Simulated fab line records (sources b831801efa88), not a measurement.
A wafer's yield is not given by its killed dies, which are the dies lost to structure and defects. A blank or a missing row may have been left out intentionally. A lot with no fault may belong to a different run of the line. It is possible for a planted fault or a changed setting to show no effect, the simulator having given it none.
Struck lot and sound lot, side by side | flow gf180mcu | 16 steps out of a route of 602
Sound: these wafers, L374.3, L374.4, L374.5. Wafers L381.2, L381.4, L381.6 were the ones struck. At the end, the cause is stated.
At each step with rows: each side's tool, then ch and its chambers, then its first start. Under that, the readings that differ: sound wafers | struck wafers | difference of the means | sigmas: that difference in standard deviations of wafers without a fault.
alike: a reading whose means differ by less than 2 such deviations, as well as words and numbers matching on both sides. not compared: withheld readings; readings where some wafer has no value; bounds like >300 that might hide an equal value; numbers whose values overlap and for which the record gives no deviation.
The two part at a step that has a row with sigmas, a row that says differs or no value, or rows on one side only. Numbers that have no deviation but don't overlap get no sigmas and don't part them. A reading missing from all wafers of one side parts the sides only when that side holds two or more wafers.

GF_M3_SPUTTER_04: material TiN, target thk 50 nm, time 41.7 s.
  sound: pvd-sputter-04 at day 21 02:33; struck: pvd-sputter-04 at day 23 15:10
  alike: throttle-valve-pct
GF_M3_RS_MEAS_05: uses a four-point probe to measure.
  sound: film-metro-03 at day 21 02:38; struck: film-metro-04 at day 23 15:14
  alike: M3_ALCU_RS
GF_M3_THK_MEAS_06: measures by xrf.
  sound: film-metro-03 at day 21 02:44; struck: film-metro-04 at day 23 15:20
  alike: M3_ALCU_THK
then, 7 steps without rows for these wafers: GF_M3_DEHYDRATE_07 (time 60 s); GF_M3_HMDS_08 (prime time 60 s); GF_M3_COAT_09 (resist thk 1000 nm); GF_M3_SOFTBAKE_10 (time 60 s); GF_M3_EXPOSE_11 (exposes mask Metal3, target cd 280 nm); GF_M3_PEB_12 (peb time 90 s); GF_M3_DEVELOP_13 (develop time 60 s).
GF_M3_CD_MEAS_14: the cd target is 280 nm.
  sound: cd-sem-01 at day 22 02:29; struck: cd-sem-01 at day 24 12:40
  reading    | sound             | struck            | difference | sigmas
  cd-nm (nm) | 280.5 280.8 281.2 | 277.7 278.3 277.8 | -2.9       | -2
GF_M3_OVL_MEAS_15:
  sound: overlay-02 at day 22 02:35; struck: overlay-02 at day 24 12:47
  alike: M3_OVL
GF_M3_METAL_ETCH_16: etches the open film in Cl2/BCl3, stops on SiO2, target depth 627.5 nm, time 104.6 s.
  sound on rie-metal-03 ch 0,1, day 22 02:38; struck on rie-metal-03 ch 0, day 24 12:49
  reading                             | sound             | struck            | difference | sigmas
  bias-w (W)                          | 140.2 139.6 139.5 | 173.2 173.7 173.1 | +33.6      | +86
  model.KrF_of_M3_COAT_09.thk-nm (nm) | 729.6 731 726.1   | 711.9 713.1 710.2 | -17.2      |
  alike: drypump-motor-current-A, oes-product-au, throttle-valve-pct
  not compared: rf-hours-counter-h
GF_M3_STRIP_17: strips in O2/N2.
  sound on plasma-asher-02 ch 0,1, day 22 02:45; struck on plasma-asher-03 ch 0, day 24 12:55
  reading                      | sound          | struck         | difference | sigmas
  strip-time-to-endpoint-s (s) | 7.82 7.82 7.78 | 7.66 7.67 7.63 | -0.15      | -3
  alike: drypump-motor-current-A, heater-power-w, n2-flow-sccm, oes-product-au
  not compared: rf-hours-counter-h
then, 1 step without rows for these wafers: GF_M3_STRIP_18 (strips in post etch residue remover, time 1243 s).
GF_PASSIVATION_PROBE_99:
  rows exist in the record for the sound wafers here (prober-02, day 29 15:07), none for the struck ones

== WHERE THEY PART ==
At GF_M3_CD_MEAS_14 first; at GF_PASSIVATION_PROBE_99 last (within this record only).

WHY: whatever the simulator had introduced
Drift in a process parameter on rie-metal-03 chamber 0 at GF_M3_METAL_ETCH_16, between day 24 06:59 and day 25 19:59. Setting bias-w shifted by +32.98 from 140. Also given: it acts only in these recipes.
